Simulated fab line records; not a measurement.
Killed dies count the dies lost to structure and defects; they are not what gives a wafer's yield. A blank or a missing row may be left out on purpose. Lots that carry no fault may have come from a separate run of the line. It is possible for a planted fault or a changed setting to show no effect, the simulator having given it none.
Which tool is to blame? / flow sky130 / 6 lots with 18 wafers sampled at 3 steps, on a route of 708 steps

WHAT EACH GAUGE READ, for each wafer
SKY_LI_CONTACT_BOW_MEAS_03.
lot=L615; measured=day 28 04:48; on=filmMetro-04; LI_CONTACT_BOW (um)=50 50 49
lot=L621; measured=day 31 04:30; on=filmMetro-04; LI_CONTACT_BOW (um)=56 52 40
lot=L623; measured=day 31 07:09; on=filmMetro-01; LI_CONTACT_BOW (um)=48 62 59
lot=L628; measured=day 32 16:46; on=filmMetro-04; LI_CONTACT_BOW (um)=51 59 51
lot=L632; measured=day 34 02:21; on=filmMetro-01; LI_CONTACT_BOW (um)=52 41 64
lot=L636; measured=day 35 01:13; on=filmMetro-02; LI_CONTACT_BOW (um)=44 53 50

WHAT TOOL EACH LOT RAN ON (gives the tool, then ch and the chambers of the sampled wafers, and finally the start)
lot=L615; SKY_LDD_LDN_SOFTBAKE_03=lithoTrack-02 ch 0, day 22 14:10; SKY_SD_N_STRIP_11=plasmaAsher-02 ch 0,1, day 28 03:34
lot=L621; SKY_LDD_LDN_SOFTBAKE_03=lithoTrack-03 ch 0, day 25 03:28; SKY_SD_N_STRIP_11=plasmaAsher-02 ch 0,1, day 31 03:13
lot=L623; SKY_LDD_LDN_SOFTBAKE_03=lithoTrack-02 ch 0, day 25 17:34; SKY_SD_N_STRIP_11=plasmaAsher-04 ch 0,1, day 31 05:55
lot=L628; SKY_LDD_LDN_SOFTBAKE_03=lithoTrack-04 ch 0, day 27 06:41; SKY_SD_N_STRIP_11=plasmaAsher-03 ch 0,1, day 32 15:31
lot=L632; SKY_LDD_LDN_SOFTBAKE_03=lithoTrack-02 ch 0, day 28 19:13; SKY_SD_N_STRIP_11=plasmaAsher-03 ch 0,1, day 34 01:07
lot=L636; SKY_LDD_LDN_SOFTBAKE_03=lithoTrack-03 ch 0, day 29 17:48; SKY_SD_N_STRIP_11=plasmaAsher-03 ch 0,1, day 34 23:59
- SKY_LDD_LDN_SOFTBAKE_03: time 61.69 s.
- SKY_SD_N_STRIP_11: strips in O2/N2.

THE ANSWER, worked out from the rows above alone
Rule: the usual values come from the lots themselves. The widest of any qualifying gaps counts: lots, ordered by their means at a reading, are off when they make up no more than a third of the lots, leave a main group of 4 or more, and stand apart from it by 3 or more times the standard deviation of that group's means. A main group is skipped when, at the precision printed for the reading in the tables above, its means are all equal. A lot without any number at a reading at which 4 lots or more have one is off too. Where the step has rows for the other lots, those lots are counted as sound.
No lot is off on any of the readings shown, so nothing can be concluded from this.

WHAT HAD BEEN PUT IN BY THE SIMULATOR
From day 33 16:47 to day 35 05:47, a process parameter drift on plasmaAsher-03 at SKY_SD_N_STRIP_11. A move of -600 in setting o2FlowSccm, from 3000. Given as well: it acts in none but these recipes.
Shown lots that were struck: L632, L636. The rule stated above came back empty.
